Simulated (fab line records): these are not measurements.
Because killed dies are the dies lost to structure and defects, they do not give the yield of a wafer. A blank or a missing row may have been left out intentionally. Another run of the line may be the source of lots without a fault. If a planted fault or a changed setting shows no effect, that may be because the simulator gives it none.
fab line records -- flow sky130
record: lots: 7, wafers: 21, lastDay: 50
route steps=708 shown VT_ADJUST_PCH@152 SONOS_TUNNEL@154 PAD_OPEN@708
lots that met no fault: from a run of the same line without faults
startH: hours from the record's opening day to when the first of the lot's shown wafers began -- waitH: how many hours have passed since the lot's step before this one -- " same as the row above -- L1.1+2: several wafers, shown together as one row -- - either no value or no given start -- * or withheld: withheld -- < > ~ a bound
route shown NAME@n: a module of which the file shows steps, and the number in the route of the first -- usual: the fault-free wafers' mean and standard deviation -- same: alike in all rows -- chamber/n: place in a boat -- sites: per-site readings -- _std_site: standard deviation of those values -- _edge_site: the outer-site mean with the inner-site mean subtracted -- radiusMm: for every site, how far away it sits from the centre of the wafer -- mask NAME#n: copy n -- behind: the tool/chamber that last shaped the wafer -- hold: cause of the lot's hold/its duration in hours/its outcome -- device: transistor that didn't switch, given as n, p or np -- end of line: the tests these same wafers got at the end of their route -- step lacking rows: just its recipe -- killed: dies lost to structure and defects at the first sort, not the wafer's yield -- map: a wafer's dies, x killed, . not, _ none there
set.NAME: the run value of the setting; set.NAME@STEP: its run value at that earlier step -- model.NAME: the simulator's own value behind a step, which no gauge read
a table for each step, a row for each wafer; lots at some steps of the route
services: when a tool's chamber went out of use (startH, in hours from the record's first day, below 0 if earlier), for how many hours, and the reason
== steps ==
step: SKY_VT_ADJUST_PCH_STRIP_09
recipe: chemistry: O2/N2, powerW: 1400, pressureMtorr: 1500, platenTempC: withheld, o2FlowSccm: 3000, n2FlowSccm: 300, overashFraction: 0.5
usual: drypumpMotorCurrentA: 5.9/0.39, oesProductAu: 0.722/0.0045, stripTimeToEndpointS: 36.95/0.11
lot.wafer,tool,chamber,startH,waitH,drypumpMotorCurrentA,oesProductAu,rfHoursCounterH,stripTimeToEndpointS
L284.2,plasmaAsher-01,0,262.24,0.1,5.5,0.720,17,36.97
L284.3,plasmaAsher-01,0,262.24,0.1,5.5,0.729,-,36.97
L284.5,plasmaAsher-01,1,262.24,0.1,6.2,0.721,-,37.03
L285.1,plasmaAsher-01,1,268.16,0.1,6.2,0.723,17,36.95
L285.2,plasmaAsher-01,0,268.16,0.1,5.5,0.723,17,36.94
L285.3,plasmaAsher-01,0,268.16,0.1,5.5,0.724,-,36.99
L291.1,plasmaAsher-04,0,303.31,0.1,6.0,0.723,62,36.97
L291.5,plasmaAsher-04,0,303.31,0.1,6.0,0.727,-,37.09
L291.6,plasmaAsher-04,1,303.31,0.1,5.4,0.724,-,37.03
L292.1,plasmaAsher-04,0,314.44,0.1,6.0,0.725,63,36.84
L292.4,plasmaAsher-04,1,314.44,0.1,5.4,0.730,-,36.91
L292.6,plasmaAsher-04,1,314.44,0.1,5.4,0.720,-,37.03
L294.1,plasmaAsher-03,1,324.29,0.1,6.1,0.722,52,37.06
L294.3,plasmaAsher-03,0,324.29,0.1,6.5,0.718,-,37.07
L294.6,plasmaAsher-03,0,324.29,0.1,6.5,0.722,-,37.00
L301.3,plasmaAsher-04,1,380.28,0.1,5.4,0.723,-,36.95
L301.5,plasmaAsher-04,0,380.28,0.1,6.0,0.729,-,36.91
L301.6,plasmaAsher-04,1,380.28,0.1,5.3,0.715,-,36.94
L305.2,plasmaAsher-03,0,403.69,0.1,6.5,0.733,60,37.20
L305.3,plasmaAsher-03,0,403.69,0.1,6.5,0.724,-,37.11
L305.6,plasmaAsher-03,0,403.69,0.1,6.5,0.720,-,37.07
step: SKY_VT_ADJUST_PCH_TW_MEAS_10
usual: VT_ADJUST_PCH_TW: 142.7/0.86
lot.wafer,tool,chamber,startH,waitH,VT_ADJUST_PCH_TW
L284.2,filmMetro-03,-,262.35,0.1,141.5
L284.3,filmMetro-03,-,262.35,0.1,140.3
L284.5,filmMetro-03,-,262.35,0.1,141.2
L285.1,filmMetro-04,-,268.26,0.1,143.7
L285.2,filmMetro-04,-,268.26,0.1,142.0
L285.3,filmMetro-04,-,268.26,0.1,142.8
L291.1,filmMetro-03,-,303.41,0.1,141.5
L291.5,filmMetro-03,-,303.41,0.1,141.6
L291.6,filmMetro-03,-,303.41,0.1,141.2
L292.1,filmMetro-03,-,314.54,0.1,142.1
L292.4,filmMetro-03,-,314.54,0.1,141.8
L292.6,filmMetro-03,-,314.54,0.1,142.0
L294.1,filmMetro-03,-,324.39,0.1,142.2
L294.3,filmMetro-03,-,324.39,0.1,142.6
L294.6,filmMetro-03,-,324.39,0.1,142.5
L301.3,filmMetro-03,-,380.36,0.1,142.5
L301.5,filmMetro-03,-,380.36,0.1,141.6
L301.6,filmMetro-03,-,380.36,0.1,141.3
L305.2,filmMetro-04,-,403.80,0.1,142.4
L305.3,filmMetro-04,-,403.80,0.1,142.7
L305.6,filmMetro-04,-,403.80,0.1,142.6
step: SKY_SONOS_TUNNEL_DEHYDRATE_00
recipe: tempC: 200, timeS: 60
step: SKY_SONOS_TUNNEL_HMDS_01
recipe: primeTimeS: 60, primeTempC: 120
step: SKY_SONOS_TUNNEL_COAT_02
recipe: resist: NOVOLAK, spinRpm: 3000, resistThkNm: 1140
step: SKY_SONOS_TUNNEL_SOFTBAKE_03
recipe: tempC: 90, timeS: 60, resist: NOVOLAK
step: SKY_SONOS_TUNNEL_EXPOSE_04
recipe: maskId: TUNM, na: 0.6, sourceShape: conventional, sigmaOuter: 0.6, polarization: unpolarized, targetCdNm: 410, doseMj: 136
step: SKY_SONOS_TUNNEL_PEB_05
recipe: tempC: withheld, timeS: *, resist: NOVOLAK
step: SKY_SONOS_TUNNEL_DEVELOP_06
recipe: resist: NOVOLAK, developer: TMAH, developTimeS: 60, devTempC: 23
step: SKY_SONOS_TUNNEL_CD_MEAS_07
recipe: targetCdNm: 410
usual: cdNm: 410.0/2.5
lot.wafer,tool,chamber,startH,waitH,cdNm
L284.2,cdSem-01,-,287.08,0.1,413.2
L284.3,cdSem-01,-,287.08,0.1,414.1
L284.5,cdSem-01,-,287.08,0.1,412.8
L285.1,cdSem-02,-,292.22,0.1,408.3
L285.2,cdSem-02,-,292.22,0.1,410.6
L285.3,cdSem-02,-,292.22,0.1,407.9
L291.1,cdSem-02,-,329.42,0.1,407.0
L291.5,cdSem-02,-,329.42,0.1,405.9
L291.6,cdSem-02,-,329.42,0.1,406.7
L292.1,cdSem-02,-,340.12,0.1,410.0
L292.4,cdSem-02,-,340.12,0.1,410.2
L292.6,cdSem-02,-,340.12,0.1,410.5
L294.1,cdSem-01,-,348.82,0.1,408.7
L294.3,cdSem-01,-,348.82,0.1,409.7
L294.6,cdSem-01,-,348.82,0.1,410.1
L301.3,cdSem-01,-,409.02,0.1,410.7
L301.5,cdSem-01,-,409.02,0.1,408.6
L301.6,cdSem-01,-,409.02,0.1,410.7
L305.2,cdSem-01,-,433.69,0.1,412.1
L305.3,cdSem-01,-,433.69,0.1,411.4
L305.6,cdSem-01,-,433.69,0.1,412.3
step: SKY_SONOS_TUNNEL_OVL_MEAS_08
usual: SONOS_TUNNEL_OVL: 0.5/1.6
lot.wafer,tool,chamber,startH,waitH,SONOS_TUNNEL_OVL[nm]
L284.2,overlay-02,-,287.18,0.1,-0.5
L284.3,overlay-02,-,287.18,0.1,0.2
L284.5,overlay-02,-,287.18,0.1,1.8
L285.1,overlay-02,-,292.34,0.1,-1.1
L285.2,overlay-02,-,292.34,0.1,-1.9
L285.3,overlay-02,-,292.34,0.1,-3.0
L291.1,overlay-02,-,329.54,0.1,-0.9
L291.5,overlay-02,-,329.54,0.1,-0.3
L291.6,overlay-02,-,329.54,0.1,-1.1
L292.1,overlay-02,-,340.24,0.1,-0.2
L292.4,overlay-02,-,340.24,0.1,1.1
L292.6,overlay-02,-,340.24,0.1,0.8
L294.1,overlay-02,-,348.94,0.1,-1.2
L294.3,overlay-02,-,348.94,0.1,0.9
L294.6,overlay-02,-,348.94,0.1,-2.3
L301.3,overlay-01,-,409.11,0.1,0.2
L301.5,overlay-01,-,409.11,0.1,1.7
L301.6,overlay-01,-,409.11,0.1,2.1
L305.2,overlay-02,-,433.80,0.1,-3.2
L305.3,overlay-02,-,433.80,0.1,-3.3
L305.6,overlay-02,-,433.80,0.1,-1.0
step: SKY_SONOS_TUNNEL_IMPLANT_09
recipe: species: B, energyKev: 20, doseCm2: 1e+12, tiltDeg: withheld
step: SKY_SONOS_TUNNEL_WET_ETCH_10
recipe: chemistry: dHF, targetDepthNm: 14, target: SiO2, dilution: 100:1, tempC: 25, timeS: 280
usual: bathHeatDutyPct: 6.4/0.89, runLengthS: 307/3.2
lot.wafer,tool,chamber,startH,waitH,bathHeatDutyPct,runLengthS
L284.2,wetBench-02,2,287.36,0.1,7.2,308
L284.3,wetBench-02,2,287.36,0.1,7.3,308
L284.5,wetBench-02,2,287.36,0.1,7.6,308
L285.1,wetBench-01,3,292.53,0.1,6.0,306
L285.2,wetBench-01,3,292.53,0.1,5.3,306
L285.3,wetBench-01,3,292.53,0.1,5.5,306
L291.1,wetBench-02,3,329.73,0.1,-,-
L291.5,wetBench-02,3,329.73,0.1,-,-
L291.6,wetBench-02,3,329.73,0.1,-,-
L292.1,wetBench-01,1,340.43,0.1,-,-
L292.4,wetBench-01,1,340.43,0.1,-,-
L292.6,wetBench-01,1,340.43,0.1,-,-
L294.1,wetBench-03,0,349.13,0.1,-,-
L294.3,wetBench-03,0,349.13,0.1,-,-
L294.6,wetBench-03,0,349.13,0.1,-,-
L301.3,wetBench-03,3,409.29,0.1,6.4,307
L301.5,wetBench-03,3,409.29,0.1,7.2,307
L301.6,wetBench-03,3,409.29,0.1,5.7,307
L305.2,wetBench-03,3,433.98,0.1,5.6,306
L305.3,wetBench-03,3,433.98,0.1,6.6,306
L305.6,wetBench-03,3,433.98,0.1,5.5,306
step: SKY_SONOS_TUNNEL_STRIP_11
recipe: chemistry: SPM, timeS: 600, tempC: 130
step: SKY_PAD_OPEN_PROBE_99
usual: killed_at_M0_to_M3: 44/6.8, killed_at_M4_up: 3.1/1.8, killedAtContacts: 25/5.2, killedAtFrontEnd: 15/4.1, killedAtOther: 0.3/0.62, killedDies: 88/9.4, killedOnRim: 17/3.7, killedOpen: 48/7.1, killedShort: 40/6.1
same: grossDies: 492, killedAtBackSide: 0
lot.wafer,tool,chamber,startH,waitH,hold,killed_at_M0_to_M3,killed_at_M4_up,killedAtContacts,killedAtFrontEnd,killedAtOther,killedDies,killedOnRim,killedOpen,killedShort
L284.2,prober-02,-,1103.23,0.1,-,45,3,23,16,0,87,20,50,37
L284.3,prober-02,-,1103.28,0.2,-,37,4,40,20,1,102,19,50,50
L284.5,prober-02,-,1103.38,0.2,-,48,1,33,16,2,100,23,61,38
L285.1,prober-01,-,1104.68,0.1,-,34,1,23,15,1,74,17,37,37
L285.2,prober-01,-,1104.73,0.1,-,45,3,27,16,0,91,13,47,43
L285.3,prober-01,-,1104.78,0.2,-,42,1,23,18,0,84,19,45,39
L291.1,prober-01,-,1141.11,0.1,awaitDispo/2.9h/scrap,34,3,34,420,1,492,96,46,37
L291.5,prober-01,-,1141.31,0.2,awaitDispo/2.9h/scrap,48,2,30,412,0,492,96,55,47
L291.6,prober-01,-,1141.36,0.2,awaitDispo/2.9h/scrap,40,4,38,410,0,492,96,56,39
L292.1,prober-02,-,1146.60,0.1,awaitDispo/0.8h/scrap,33,2,19,438,0,492,96,37,31
L292.4,prober-02,-,1146.75,0.2,awaitDispo/0.8h/scrap,46,2,22,422,0,492,96,45,41
L292.6,prober-02,-,1146.85,0.2,awaitDispo/0.8h/scrap,50,3,26,413,0,492,96,48,44
L294.1,prober-01,-,1151.63,0.1,awaitDispo/1.9h/scrap,41,3,16,432,0,492,96,39,32
L294.3,prober-01,-,1151.73,0.2,awaitDispo/1.9h/scrap,49,3,29,411,0,492,96,51,46
L294.6,prober-01,-,1151.88,0.2,awaitDispo/1.9h/scrap,50,0,28,414,0,492,96,54,47
L301.3,prober-02,-,1186.08,0.2,-,40,3,20,15,0,78,14,37,40
L301.5,prober-02,-,1186.18,0.2,-,36,6,17,22,0,81,18,38,43
L301.6,prober-02,-,1186.23,0.2,-,49,3,20,15,0,87,17,52,35
L305.2,prober-02,-,1197.95,0.1,-,37,6,26,22,0,91,17,41,49
L305.3,prober-02,-,1198.00,0.2,-,45,8,29,21,0,103,20,53,49
L305.6,prober-02,-,1198.15,0.2,-,47,7,26,20,0,100,20,61,39
killed by level:class
L284.2 VIA1:geometricParticle:open=13 CONTACT:geometricParticle:open=9 LOCAL_INTERCONNECT:geometricParticle:short=6 VIA2:geometricParticle:open=6 METAL1:geometricParticle:short=5 VIA3:geometricParticle:open=5 FIELD_ISO:geometricParticle:open=4 FIELD_ISO:geometricParticle:short=4
L284.3 CONTACT:geometricParticle:open=14 VIA1:geometricParticle:open=9 LI_CONTACT:geometricParticle:short=7 LI_CONTACT:geometricParticle:open=6 LOCAL_INTERCONNECT:geometricParticle:short=6 CONTACT:geometricParticle:short=6 METAL2:geometricParticle:short=6 VIA3:geometricParticle:open=6
L284.5 VIA1:geometricParticle:open=13 CONTACT:geometricParticle:open=12 LI_CONTACT:geometricParticle:open=8 CONTACT:geometricParticle:short=6 METAL1:geometricParticle:short=6 POLY_GATE:geometricParticle:open=5 VIA3:geometricParticle:open=5 FIELD_ISO:geometricParticle:open=4
L285.1 CONTACT:geometricParticle:open=8 LI_CONTACT:geometricParticle:open=7 VIA1:geometricParticle:open=7 METAL1:geometricParticle:short=6 FIELD_ISO:geometricParticle:short=5 POLY_GATE:geometricParticle:short=5 METAL2:geometricParticle:short=5 CONTACT:geometricParticle:short=5
L285.2 VIA1:geometricParticle:open=10 CONTACT:geometricParticle:open=9 LI_CONTACT:geometricParticle:open=7 METAL1:geometricParticle:short=7 VIA3:geometricParticle:open=7 LOCAL_INTERCONNECT:geometricParticle:short=6 VIA2:geometricParticle:open=5 POLY_GATE:geometricParticle:open=4
L285.3 VIA1:geometricParticle:open=12 CONTACT:geometricParticle:open=10 LOCAL_INTERCONNECT:geometricParticle:short=7 FIELD_ISO:geometricParticle:short=6 VIA3:geometricParticle:open=6 METAL2:geometricParticle:short=5 SPACER:geometricParticle:open=4 VIA1:geometricParticle:short=4
L291.1 SONOS_TUNNEL:areaEtch=409 CONTACT:geometricParticle:open=10 LI_CONTACT:geometricParticle:open=9 CONTACT:geometricParticle:short=7 VIA1:geometricParticle:open=6 VIA2:geometricParticle:open=6 FIELD_ISO:geometricParticle:short=4 LOCAL_INTERCONNECT:geometricParticle:short=4
L291.5 SONOS_TUNNEL:areaEtch=390 LI_CONTACT:geometricParticle:open=9 VIA3:geometricParticle:open=8 VIA1:geometricParticle:open=8 CONTACT:geometricParticle:open=8 VIA2:geometricParticle:open=8 FIELD_ISO:geometricParticle:short=7 LOCAL_INTERCONNECT:geometricParticle:short=7
L291.6 SONOS_TUNNEL:areaEtch=397 CONTACT:geometricParticle:open=12 VIA1:geometricParticle:open=11 LI_CONTACT:geometricParticle:open=10 CONTACT:geometricParticle:short=8 LOCAL_INTERCONNECT:geometricParticle:short=6 VIA2:geometricParticle:open=5 VIA3:geometricParticle:open=5
L292.1 SONOS_TUNNEL:areaEtch=424 VIA3:geometricParticle:open=7 FIELD_ISO:geometricParticle:open=6 CONTACT:geometricParticle:open=6 METAL2:geometricParticle:short=6 LI_CONTACT:geometricParticle:open=5 VIA2:geometricParticle:open=5 METAL1:geometricParticle:short=4
L292.4 SONOS_TUNNEL:areaEtch=406 VIA1:geometricParticle:open=14 METAL1:geometricParticle:short=7 CONTACT:geometricParticle:open=6 VIA1:geometricParticle:short=6 LI_CONTACT:geometricParticle:open=5 LOCAL_INTERCONNECT:geometricParticle:short=5 VIA3:geometricParticle:open=5
L292.6 SONOS_TUNNEL:areaEtch=400 VIA1:geometricParticle:open=15 CONTACT:geometricParticle:open=10 METAL2:geometricParticle:short=7 VIA3:geometricParticle:open=7 CONTACT:geometricParticle:short=6 VIA1:geometricParticle:short=5 METAL3:geometricParticle:short=5
L294.1 SONOS_TUNNEL:areaEtch=421 CONTACT:geometricParticle:open=7 VIA2:geometricParticle:open=7 VIA1:geometricParticle:open=6 METAL3:geometricParticle:short=6 VIA3:geometricParticle:open=5 VIA3:geometricParticle:short=4 FIELD_ISO:geometricParticle:short=3
L294.3 SONOS_TUNNEL:areaEtch=395 VIA1:geometricParticle:open=11 CONTACT:geometricParticle:open=8 METAL1:geometricParticle:short=7 LI_CONTACT:geometricParticle:open=7 VIA2:geometricParticle:open=7 FIELD_ISO:geometricParticle:open=6 CONTACT:geometricParticle:short=6
L294.6 SONOS_TUNNEL:areaEtch=391 LI_CONTACT:geometricParticle:open=12 VIA1:geometricParticle:open=12 FIELD_ISO:geometricParticle:short=8 CONTACT:geometricParticle:open=7 METAL3:geometricParticle:short=7 FIELD_ISO:geometricParticle:open=6 METAL1:geometricParticle:short=6
L301.3 VIA1:geometricParticle:open=9 LOCAL_INTERCONNECT:geometricParticle:short=6 METAL2:geometricParticle:short=5 SPACER:geometricParticle:short=5 CONTACT:geometricParticle:open=5 VIA1:geometricParticle:short=5 VIA3:geometricParticle:short=5 LI_CONTACT:geometricParticle:open=4
L301.5 FIELD_ISO:geometricParticle:open=9 VIA3:geometricParticle:open=9 CONTACT:geometricParticle:open=6 METAL1:geometricParticle:short=6 FIELD_ISO:geometricParticle:short=5 LOCAL_INTERCONNECT:geometricParticle:short=5 METAL4:geometricParticle:short=5 VIA1:geometricParticle:short=4
L301.6 VIA1:geometricParticle:open=12 VIA2:geometricParticle:open=9 METAL1:geometricParticle:short=8 CONTACT:geometricParticle:open=7 LI_CONTACT:geometricParticle:open=5 METAL2:geometricParticle:short=5 VIA3:geometricParticle:open=5 FIELD_ISO:geometricParticle:open=4
L305.2 VIA1:geometricParticle:open=12 CONTACT:geometricParticle:open=8 SPACER:geometricParticle:short=6 LI_CONTACT:geometricParticle:open=6 FIELD_ISO:geometricParticle:short=5 LI_CONTACT:geometricParticle:short=5 METAL2:geometricParticle:short=5 METAL4:geometricParticle:short=5
L305.3 VIA1:geometricParticle:open=16 CONTACT:geometricParticle:open=8 POLY_GATE:geometricParticle:short=6 LOCAL_INTERCONNECT:geometricParticle:short=6 LI_CONTACT:geometricParticle:open=5 METAL4:geometricParticle:short=5 FIELD_ISO:geometricParticle:open=4 LI_CONTACT:geometricParticle:short=4
L305.6 VIA1:geometricParticle:open=15 CONTACT:geometricParticle:open=9 LI_CONTACT:geometricParticle:open=8 VIA2:geometricParticle:open=8 METAL2:geometricParticle:short=6 POLY_GATE:geometricParticle:open=5 METAL4:geometricParticle:short=5 POLY_GATE:geometricParticle:short=4
map L291.1 (x killed, . not)
__________xxxxxxxxxx_________
________xxxxxxxxxxxxxx_______
______xxxxxxxxxxxxxxxxxx_____
_____xxxxxxxxxxxxxxxxxxxx____
____xxxxxxxxxxxxxxxxxxxxxx___
___xxxxxxxxxxxxxxxxxxxxxxxx__
__xxxxxxxxxxxxxxxxxxxxxxxxxx_
_xxxxxxxxxxxxxxxxxxxxxxxxxxxx
_xxxxxxxxxxxxxxxxxxxxxxxxxxxx
_xxxxxxxxxxxxxxxxxxxxxxxxxxxx
_xxxxxxxxxxxxxxxxxxxxxxxxxxxx
_xxxxxxxxxxxxxxxxxxxxxxxxxxxx
_xxxxxxxxxxxxxxxxxxxxxxxxxxxx
_xxxxxxxxxxxxxxxxxxxxxxxxxxxx
_xxxxxxxxxxxxxxxxxxxxxxxxxxxx
__xxxxxxxxxxxxxxxxxxxxxxxxxx_
___xxxxxxxxxxxxxxxxxxxxxxxx__
____xxxxxxxxxxxxxxxxxxxxxx___
_____xxxxxxxxxxxxxxxxxxxx____
______xxxxxxxxxxxxxxxxxx_____
________xxxxxxxxxxxxxx_______
__________xxxxxxxxxx_________
map L292.1 (x killed, . not)
__________xxxxxxxxxx_________
________xxxxxxxxxxxxxx_______
______xxxxxxxxxxxxxxxxxx_____
_____xxxxxxxxxxxxxxxxxxxx____
____xxxxxxxxxxxxxxxxxxxxxx___
___xxxxxxxxxxxxxxxxxxxxxxxx__
__xxxxxxxxxxxxxxxxxxxxxxxxxx_
_xxxxxxxxxxxxxxxxxxxxxxxxxxxx
_xxxxxxxxxxxxxxxxxxxxxxxxxxxx
_xxxxxxxxxxxxxxxxxxxxxxxxxxxx
_xxxxxxxxxxxxxxxxxxxxxxxxxxxx
_xxxxxxxxxxxxxxxxxxxxxxxxxxxx
_xxxxxxxxxxxxxxxxxxxxxxxxxxxx
_xxxxxxxxxxxxxxxxxxxxxxxxxxxx
_xxxxxxxxxxxxxxxxxxxxxxxxxxxx
__xxxxxxxxxxxxxxxxxxxxxxxxxx_
___xxxxxxxxxxxxxxxxxxxxxxxx__
____xxxxxxxxxxxxxxxxxxxxxx___
_____xxxxxxxxxxxxxxxxxxxx____
______xxxxxxxxxxxxxxxxxx_____
________xxxxxxxxxxxxxx_______
__________xxxxxxxxxx_________
== services ==
tool,chamber,startH,hours,kind
plasmaAsher-03,-,247.36,3.9,repair
plasmaAsher-01,-,294.22,22.6,pm
plasmaAsher-01,-,328.56,1.8,repair
plasmaAsher-01,-,338.41,5.7,repair
plasmaAsher-01,-,401.96,5.5,repair
plasmaAsher-04,-,423.73,0.3,repair
== key ==
firstSign: step: SKY_SONOS_TUNNEL_WET_ETCH_10, reading: toolRecord, direction: missing
effect: step: SKY_PAD_OPEN_PROBE_99, reading: killedAtFrontEnd, direction: up, sigmas: 99, usual: 15, struck: 419
moreKillsBornAt: SKY_SONOS_TUNNEL_WET_ETCH_10@wetBench-01: 1230, SKY_SONOS_TUNNEL_WET_ETCH_10@wetBench-03: 1207, SKY_SONOS_TUNNEL_WET_ETCH_10@wetBench-02: 1196
metAt SKY_SONOS_TUNNEL_WET_ETCH_10
struckWafers L291.1,L291.5,L291.6,L292.1,L292.4,L292.6,L294.1,L294.3,L294.6
laterRowsLeftOut L291.1,L291.5,L291.6,L292.1,L292.4,L292.6,L294.1,L294.3,L294.6
testerLeftOut L291,L292,L294
onsetBetween 292.53 329.73
fault: kind: skippedStepWhole, tool: wetBench-01,wetBench-02,wetBench-03, chamber: -, onsetH: 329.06, steps: SKY_SONOS_TUNNEL_WET_ETCH_10, scope: struckLotsOnly
testerLeftOut: of these lots the tester's yield and bins aren't shown, on N5 and GAA mostly nor the transistor test; their killed dies are dies lost to structure and defects alone, not to doping, threshold or leakage, so they don't give the yield
laterRowsLeftOut: the simulator's readings of these wafers behind a module that went badly wrong aren't trusted and aren't shown, but for the sort
